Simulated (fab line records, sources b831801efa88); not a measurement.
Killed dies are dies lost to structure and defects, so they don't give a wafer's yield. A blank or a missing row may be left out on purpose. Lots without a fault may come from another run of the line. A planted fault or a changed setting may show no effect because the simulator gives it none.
Problem report in the 8D (eight disciplines) form, filled by code | flow sky130 | the parts of the form that need people (team, actions taken, sign-off) are left out

1. THE PROBLEM
developer_temp_C at SKY_VIA2_DEVELOP_11 reads a mean of 23.08 C on 6 wafers of 2 lots; wafers without a fault read 20.97 C with a standard deviation of 0.1. That is +21 standard deviations from the usual mean.
The step: develop time 60 s.
First seen on wafer L381.1, day 41 09:00, on litho_track-04. The record holds 39 wafers of 13 lots with a number at this step. Rule for "out", or "out of limits": more than 4 standard deviations from the usual mean. The other wafers with a number count as sound.

2. WHAT IT IS AND WHAT IT IS NOT
question                    | is                     | is not
which readings at this step | developer_temp_C       | -
which lots                  | L381, L384             | L365, L366, L367, L368, L369, L370, L371, L373, L385, L387, L388
which wafers of those lots  | all that have a number | -
read on which tools         | litho_track-04         | litho_track-02, litho_track-03
when                        | from day 41 09:00      | up to then (24 sound wafers); but 9 sound wafers of L385, L387, L388 came after

3. SUSPECTS, AND WHAT RULES EACH OUT
Counting: a tool at a process step up to the reading stays a suspect if it ran every lot that is out and no sound lot after the first of them.
- litho_track-04 at SKY_VIA2_DEVELOP_11 (develop time 60 s): kept. It ran every lot that is out, first L381 (day 41 09:00), and no sound lot after that; its last sound lot up to then is L373 (day 39 05:00). Its own readings are out on those wafers: developer_temp_C.
Left after counting: litho_track-04 at SKY_VIA2_DEVELOP_11.

4. THE CAUSE (what the simulator had put in)
Process parameter drift: litho_track-04, from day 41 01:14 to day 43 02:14, at SKY_VIA2_DEVELOP_11. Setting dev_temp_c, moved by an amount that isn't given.
Counting left only this tool.

5. THE CHAIN OF EFFECTS, in route order
Each row: a reading whose mean over the struck wafers that have a number lies more than 3 standard deviations from the usual. Only readings for which the record gives a usual standard deviation are gone through. hours: the time from each lot's start at the first step in this table that gives one to its start at this step, as a median over the lots. sigmas: the change in usual standard deviations.
hours | step                | reading          | usual   | on struck wafers | change | sigmas
0     | SKY_VIA2_DEVELOP_11 | developer_temp_C | 20.97 C | 23.08            | +2.11  | +21
The process steps in it:
- SKY_VIA2_DEVELOP_11: develop time 60 s.

6. WHAT WOULD HAVE CAUGHT IT SOONER
In this record the first reading out of limits was taken at day 41 09:00, 8 hours after the fault began at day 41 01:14.
